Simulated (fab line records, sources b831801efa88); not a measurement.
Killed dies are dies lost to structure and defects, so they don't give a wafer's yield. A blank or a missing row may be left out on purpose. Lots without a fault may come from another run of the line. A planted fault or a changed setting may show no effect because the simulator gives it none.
One fault seen from 2 desks | flow gf180mcu | each desk has only its own numbers; what lay behind them comes last

THE METROLOGY DESK
What the gauges read, lot by lot, whatever tool the lot ran on: means of the sampled wafers that have a number. A lot is out of limits, marked OUT, if its mean lies more than 4 standard deviations from the usual mean; the brackets give that distance.
Columns: A = cd_nm at GF_SAB_CD_MEAS_09, usual 420.6 nm; B = CONTACT_CVD_02_THK at GF_CONTACT_THK_MEAS_03, usual 861 nm
lot  | first seen here | A     | B
L209 | day 15 14:01    | 416.0 | 869
L210 | day 15 18:47    | 417.6 | 865
L211 | day 16 05:49    | 418.3 | 1308 (+37) OUT
L212 | day 16 11:06    | 420.8 | 1304 (+37) OUT
L221 | day 19 18:26    | 418.9 | 851
L222 | day 20 05:42    | 422.1 | 863
L223 | day 20 19:58    | 421.5 | 860
L224 | day 21 00:00    | 417.8 | 876
L225 | day 21 12:45    | 420.9 | 847
L229 | day 22 13:43    | 423.8 | 867
L230 | day 22 21:59    | 419.2 | 856
L231 | day 23 08:16    | 421.2 | 867
This desk's finding: out of limits on L211, L212; first on L211, day 16 07:05 (CONTACT_CVD_02_THK at GF_CONTACT_THK_MEAS_03). In limits: L209, L210, L221, L222, L223, L224, L225, L229, L230, L231.

THE TOOL OWNER'S DESK: pecvd-03
The tool's own readings at GF_CONTACT_CVD_02 (deposits SiO2 from TEOS, target thk 860 nm, time 95.992 s): means of the sampled wafers that have a number, for each lot that ran on this tool. A lot is out of limits, marked OUT, if its mean lies more than 4 standard deviations from the usual mean; the brackets give that distance.
Columns: A = heater_power_w at GF_CONTACT_CVD_02, usual 631 W
lot  | first seen here | A
L209 | day 15 15:08    | 720
L210 | day 15 19:55    | 714
L211 | day 16 07:01    | 748
L212 | day 16 12:11    | 706
L222 | day 20 06:47    | 689
L223 | day 20 21:05    | 593
L224 | day 21 01:08    | 676
L229 | day 22 14:53    | 599
L230 | day 22 23:06    | 699
This desk's finding: nothing out of limits on any of the 9 lots.

PUT TOGETHER
The metrology desk could have raised an alarm at day 16 07:05, on L211, L212.
The tool owner's desk saw nothing out of limits.
The tool owner's desk has L211, L212 on record, within its limits.
Of the lots named, all ran GF_CONTACT_CVD_02 on pecvd-03.

WHAT THE SIMULATOR HAD PUT IN
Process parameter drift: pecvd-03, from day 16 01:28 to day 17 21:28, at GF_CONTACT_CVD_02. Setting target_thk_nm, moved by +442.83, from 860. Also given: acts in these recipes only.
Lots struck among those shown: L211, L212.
Hours from the fault's start to each desk's first reading out of limits: the metrology desk, 6.
